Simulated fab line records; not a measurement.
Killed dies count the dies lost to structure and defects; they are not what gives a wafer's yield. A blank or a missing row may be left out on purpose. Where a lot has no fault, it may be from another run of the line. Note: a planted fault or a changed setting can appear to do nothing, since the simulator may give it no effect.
Problem report, 8D (eight disciplines) form, completed by code    flow sky130    the parts of the form that need people (team, actions taken, sign-off) are left out

## 1. PROBLEM STATEMENT
Mean LDD_LDN_TW at SKY_LDD_LDN_TW_MEAS_13: 1537 over 6 wafers in 2 lots; fault-free wafers: 1477, standard deviation 9.4. That puts it +6.4 standard deviations away from the usual mean.
Earliest sighting: wafer L423.3 on filmMetro-04 at day 29 05:28. The record has a number at this step for 36 wafers belonging to 12 lots. The rule behind "out" and "out of limits": a value lying over 4 standard deviations away from the usual mean. Any other wafer with a number is counted as sound.

## 2. WHAT THIS IS AND IS NOT
question                     is                          is not
which readings at this step  LDD_LDN_TW                  -
which lots                   L423, L426                  L406, L407, L408, L410, L411, L413, L416, L417, L427, L429
which wafers of those lots   all that have a number      -
read on which gauges         filmMetro-01, filmMetro-04  filmMetro-03
when                         from day 29 05:28           up to then (24 sound wafers); but 6 sound wafers of L427, L429 came after

## 3. THE SUSPECTS, EACH WITH WHAT RULES IT OUT
Counting: any tool at a process step up to the reading is kept as a suspect provided that every lot that is out went through it and no sound lot did after the first of them.
- the gauge at SKY_LDD_LDN_TW_MEAS_13 is ruled out. The wafers that are out were read on 2 gauges (filmMetro-01, filmMetro-04).
- implanter-02 at SKY_LDD_LDN_IMPLANT_11: kept. It processed each lot that is out, first L423 at day 29 05:15, and no sound lot thereafter; up to then, the last sound lot it processed was L410 at day 25 03:16. Out on those wafers are its own readings of doseIonsCm2, faradayCurrentUA.
After counting, what remains is implanter-02 at SKY_LDD_LDN_IMPLANT_11.

## 4. THE CAUSE (what the simulator had put in)
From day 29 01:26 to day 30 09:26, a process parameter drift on implanter-02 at SKY_LDD_LDN_IMPLANT_11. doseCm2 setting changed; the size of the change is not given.
After counting, this tool was the only one left.

## 5. THE CHAIN OF EFFECTS, in route order
Each row: a reading where the mean over the struck wafers with a number is more than 3 standard deviations away from the usual. Scope: only readings with a usual standard deviation given in the record; hours: median across lots of the time from each lot's start at the first step in this table that gives one to its start at this step; sigmas: change in usual standard deviations.
hours  step                    reading           usual       on struck wafers  change       sigmas
0      SKY_LDD_LDN_IMPLANT_11  doseIonsCm2       1.2501e+13  2.0763e+13        +8.2623e+12  +99 or more
0      SKY_LDD_LDN_IMPLANT_11  faradayCurrentUA  70.5        117.7             +47.2        +36
0      SKY_LDD_LDN_TW_MEAS_13  LDD_LDN_TW        1477        1537              +60          +6.4
Its process steps:
- SKY_LDD_LDN_IMPLANT_11
At these later measuring or inspecting steps, every struck wafer for which the step has a row has a number for every such reading, and none has moved that far: SKY_LI_CONTACT_RS_MEAS_22, SKY_CONTACT_THK_MEAS_01.

## 6. HOW IT WOULD HAVE BEEN CAUGHT EARLIER
4 hours passed between the start of the fault at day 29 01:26 and the first reading out of limits at a measuring or inspecting step in this record, taken at day 29 05:28.
Tool's own readings at SKY_LDD_LDN_IMPLANT_11, doseIonsCm2, faradayCurrentUA: out on all struck wafers the step has rows for; an alarm limit on them would have tripped on the first.
Lots out: 2; of these, L426 started SKY_LDD_LDN_IMPLANT_11 on implanter-02 after day 29 05:28. A hold on the tool at that time would have spared it.
